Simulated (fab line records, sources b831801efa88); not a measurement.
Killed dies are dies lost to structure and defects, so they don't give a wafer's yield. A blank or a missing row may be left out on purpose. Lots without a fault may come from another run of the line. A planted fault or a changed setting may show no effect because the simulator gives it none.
Which tool did it? | flow gf180mcu | 6 lots, 18 wafers sampled, at 3 steps of a route of 602

WHAT THE GAUGES READ, wafer by wafer
GF_V1_CD_MEAS_14: target cd 260 nm.
lot  | measured     | on        | cd_nm (nm)
L507 | day 18 11:24 | cd_sem-02 | 258.4 259.7 259.8
L509 | day 19 05:39 | cd_sem-01 | 261.1 260.2 261.8
L511 | day 20 09:20 | cd_sem-02 | 259.0 258.3 259.2
L513 | day 21 01:05 | cd_sem-02 | 261.5 260.3 259.8
L515 | day 21 17:59 | cd_sem-02 | 258.6 258.0 257.1
L517 | day 22 05:17 | cd_sem-01 | 259.6 260.8 259.7

WHICH TOOL RAN EACH LOT (tool, then ch and the chambers of the sampled wafers, then the start)
lot  | GF_STI_CMP_25                | GF_HV_LDD_STRIP_22
L507 | cmp-02 ch 0,1,2, day 2 08:31 | plasma_asher-03 ch 0,1, day 11 01:20
L509 | cmp-02 ch 0,2,3, day 2 18:38 | plasma_asher-01 ch 0,1, day 11 17:11
L511 | cmp-01 ch 0,1,2, day 3 07:59 | plasma_asher-02 ch 0,1, day 12 15:27
L513 | cmp-02 ch 1,2,3, day 3 16:37 | plasma_asher-02 ch 0,1, day 13 02:50
L515 | cmp-01 ch 1,2,3, day 4 02:52 | plasma_asher-02 ch 0,1, day 13 18:44
L517 | cmp-01 ch 1,2,3, day 4 12:56 | plasma_asher-03 ch 0,1, day 14 07:42
- GF_STI_CMP_25: polishes, stops on Si3N4, t overpolish 33 s, target thk 524.6 nm.
- GF_HV_LDD_STRIP_22: strips in O2/N2.

THE ANSWER, worked out from the rows above alone
Rule: what is usual is taken from the lots themselves. Put in order of their means at a reading, lots are off if they are a third of the lots or fewer, leave a main group of 4 or more, and stand apart from it by a gap of 3 or more times the standard deviation of the main group's means; of several such gaps the widest counts. A main group whose means are all the same, to the digits that the tables above print for the reading, isn't used. A lot without any number at a reading at which 4 lots or more have one is off too. The other lots that the step has rows for count as sound.
No lot is off at any reading shown: from this, nothing can be told.

WHAT THE SIMULATOR HAD PUT IN
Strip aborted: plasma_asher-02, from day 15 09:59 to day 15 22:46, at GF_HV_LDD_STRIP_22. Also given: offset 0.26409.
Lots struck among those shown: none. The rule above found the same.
